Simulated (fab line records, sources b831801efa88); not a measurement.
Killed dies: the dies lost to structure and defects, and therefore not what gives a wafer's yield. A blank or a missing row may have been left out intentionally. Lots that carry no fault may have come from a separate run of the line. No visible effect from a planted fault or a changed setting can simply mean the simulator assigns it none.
A struck lot beside a sound one :: flow sky130 :: 18 out of 708 route steps
Sound: wafers L930.2, L930.4, L930.5. Struck: wafer L927.5 (left out: L927.4, a lot-mate that was not struck); the cause follows at the end.
Each step with rows lists, per side, the tool, then ch with its chambers, then its first start. Under that, the readings that differ: sound wafers :: struck wafers :: difference of the means :: sigmas: that difference in standard deviations of wafers without a fault.
alike: words and numbers the same on both sides, and readings whose means are apart by under 2 such deviations; not compared: readings that were withheld, readings missing a value for some wafer, numbers with overlapping values and no deviation given by the record, and bounds like >300 which may hide the same value.
The two part at a step that has a row with sigmas, a row that says differs or no value, or rows on one side only. Numbers that have no deviation but don't overlap get no sigmas and don't part them. Lack of a reading on every wafer of one side parts them only where that side has two or more wafers.

first, 4 steps without rows for these wafers: SKY_DNWELL_EXPOSE_04 (exposes mask DNM, target cd 3000 nm); SKY_DNWELL_PEB_05; SKY_DNWELL_DEVELOP_06 (develop time 60 s); SKY_DNWELL_IMPLANT_07.
SKY_DNWELL_STRIP_08: strips in O2/N2.
  sound on plasma asher-01 ch 0,1, day 7 07:40; struck on plasma asher-01 ch 0, day 6 13:41
  alike: drypump motor current A, oes product au, strip time to endpoint s
  not compared: rf hours counter h
SKY_DNWELL_TW_MEAS_09:
  sound on film metro-02, day 7 07:46; struck on film metro-01, day 6 13:47
  alike: DNWELL_TW
then, 6 steps without rows for these wafers: SKY_PWDE_DEHYDRATE_00 (time 60 s); SKY_PWDE_HMDS_01 (prime time 60 s); SKY_PWDE_COAT_02 (resist thk 3000 nm); SKY_PWDE_SOFTBAKE_03; SKY_PWDE_EXPOSE_04 (exposes mask PWDEM, target cd 840 nm); SKY_PWDE_PEB_05.
SKY_PWDE_DEVELOP_06: develop time 60 s.
  sound on litho track-01 ch 0, day 8 04:00; struck on litho track-04 ch 0, day 7 09:00
  alike: developer temp C
SKY_PWDE_OVL_MEAS_07:
  sound on overlay-02, day 8 04:24; struck on overlay-01, day 7 09:32
  not compared: PWDE_OVL
next, for these wafers, 1 step has no rows: SKY_PWDE_IMPLANT_08.
SKY_PWDE_STRIP_09: strips in O2/N2.
  sound on plasma asher-02 ch 0,1, day 8 04:35; struck on plasma asher-02 ch 1, day 7 09:44
  alike: drypump motor current A, oes product au, strip time to endpoint s
  not compared: rf hours counter h
SKY_PWDE_TW_MEAS_10:
  sound on film metro-02, day 8 04:41; struck on film metro-01, day 7 09:50
reading: PWDE_TW
sound: 373.5 376.6 377.5
struck: 30.1
difference: -345.8
sigmas: -99 or more
then, 1 step without rows for these wafers: SKY_NWELL_DEHYDRATE_03 (time 60 s).

WHERE THEY PART
Within this record, at SKY_PWDE_TW_MEAS_10 only.

WHY: whatever the simulator had introduced
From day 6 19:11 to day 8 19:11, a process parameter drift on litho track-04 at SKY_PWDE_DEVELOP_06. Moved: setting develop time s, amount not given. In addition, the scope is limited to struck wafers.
